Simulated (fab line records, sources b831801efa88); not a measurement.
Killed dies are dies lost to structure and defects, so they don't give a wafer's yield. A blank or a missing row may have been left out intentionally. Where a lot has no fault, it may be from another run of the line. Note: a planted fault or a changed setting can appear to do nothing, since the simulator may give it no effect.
Comparing a struck lot with a sound one + flow sky130 + 15 out of 708 route steps
Sound: wafers L419.1, L419.3, L419.5. Struck: wafers L416.1, L416.3, L416.5. Last of all comes the cause.
For every step that has rows: the tool of each side, followed by ch and its chambers, followed by its first start. Under that, the readings that differ: sound wafers + struck wafers + difference of the means + sigmas: that difference in standard deviations of wafers without a fault.
alike: readings whose means differ by less than 2 such deviations, and words and numbers that are the same on both sides. not compared: withheld readings, readings that some wafer has no value for, bounds like >300 that may hide the same value, and numbers for which the record gives no deviation and whose values overlap.
The two part at a step that has a row with sigmas, a row that says differs or no value, or rows on one side only. Numbers that don't overlap but have no deviation are shown without sigmas and don't part them. A reading missing from all wafers of one side parts the sides only when that side holds two or more wafers.

SKY_VIA3_OVL_MEAS_13:
  sound: overlay-01 at day 48 08:10; struck: overlay-01 at day 48 05:59
  alike: VIA3_OVL
SKY_VIA3_ETCH_14: etches BARC in N2/H2, stops on SiO2, time 45.9 s, target depth 60 nm.
  sound on rieDiel-01 ch 1,2,3, day 48 08:11; struck on rieDiel-01 ch 0,1,3, day 48 06:01
  alike: drypumpMotorCurrentA, oesProductAu, throttleValvePct
  not compared: rfHoursCounterH
then, 1 step without rows for these wafers: SKY_VIA3_ETCH_15 (etches SiO2 in C4F8/O2/Ar, stops on TiN, target depth 507 nm, time 78 s).
SKY_VIA3_STRIP_16: strips in O2/N2.
  sound on plasmaAsher-01 ch 1, day 48 08:18; struck on plasmaAsher-01 ch 0,1, day 48 06:07
  alike: drypumpMotorCurrentA, oesProductAu, stripTimeToEndpointS
  not compared: rfHoursCounterH
then, 3 steps without rows for these wafers: SKY_VIA3_STRIP_17 (strips in post etch residue remover, time 1200 s); SKY_VIA3_CLEAN_18 (cleans in IPA, time 180 s); SKY_VIA3_CLEAN_19 (cleans in O3/DIW).
SKY_VIA3_SPUTTER_20: material TiN, target thk 20 nm, time 80 s.
  sound: pvdSputter-03 at day 48 08:55; struck: pvdSputter-03 at day 48 06:48
  alike: cathodeDcPowerW, chamberPressurePa, throttleValvePct
then, 1 step without rows for these wafers: SKY_VIA3_CVD_21 (deposits W, target thk 390 nm, time 117.31 s).
SKY_VIA3_RS_MEAS_22: the measuring method here is four-point-probe.
  sound: filmMetro-04 at day 48 09:07; struck: filmMetro-01 at day 48 06:59
  alike: VIA3_W_RS
SKY_VIA3_THK_MEAS_23: measures by xrf.
  sound: filmMetro-04 at day 48 09:14; struck: filmMetro-01 at day 48 07:06
  alike: VIA3_W_THK
SKY_VIA3_CMP_24: polishes, stops on SiO2, t overpolish 20 s, target thk 0 nm.
  sound on cmp-02 ch 2,3, day 48 09:17; struck on cmp-02 ch 1,2, day 48 07:41
| reading               | sound             | struck            | difference | sigmas |
|-----------------------|-------------------|-------------------|------------|--------|
| headPressurePsi (psi) | 3.521 3.506 3.508 | 3.494 3.495 3.500 | -0.015     | -2     |
  alike: motorCurrentA, overpolishRunS, retainingRingPressureFrac, timeToEndpointS
SKY_METAL4_SPUTTER_00: material Ti, target thk 15 nm, time 10 s.
  sound: pvdSputter-01 at day 48 09:35; struck: pvdSputter-01 at day 48 07:56
  no value came back on the struck wafers for cathodeDcPowerW (W), chamberPressurePa (Pa), throttleValvePct (%); on the sound wafers cathodeDcPowerW (W) reads 2999.4 3000.6 3000.1
SKY_METAL4_SPUTTER_01: material TiN, target thk 20 nm, time 16.7 s.
  sound: pvdSputter-01 at day 48 09:37; struck: pvdSputter-01 at day 48 07:58
  alike: cathodeDcPowerW, chamberPressurePa, throttleValvePct
-- the record jumps here: 4 days lie between the struck wafers' starts before and after (it left off in module METAL4 and takes up again in module PAD_OPEN, whose first step shown is number 708 of the route) --
SKY_PAD_OPEN_PROBE_99:
  sound: prober-02 at day 52 18:07; struck: prober-02 at day 52 17:16
| reading                     | sound             | struck            | difference | sigmas |
|-----------------------------|-------------------|-------------------|------------|--------|
| model.etest.via3Chain.rcOhm | 10.11 9.915 9.866 | 10.89 11.14 11.96 | +1.37      |        |
  alike: defectLimitedYield, killed_at_M0_to_M3, killed_at_M4_up, killedAtContacts, killedAtFrontEnd, killedAtOther, killedDies, killedOnRim, killedOpen, killedShort, sort_bin_3_pad_short, sort_bin_5_function, sort_bin_6_memory, sortNPass, sortYieldPct

WHERE THEY PART
Earliest at SKY_VIA3_CMP_24; latest, in this record, at SKY_METAL4_SPUTTER_00. Later steps at which nothing parts them and some readings are alike: SKY_METAL4_SPUTTER_01, SKY_PAD_OPEN_PROBE_99.

WHY: what the simulator had put in
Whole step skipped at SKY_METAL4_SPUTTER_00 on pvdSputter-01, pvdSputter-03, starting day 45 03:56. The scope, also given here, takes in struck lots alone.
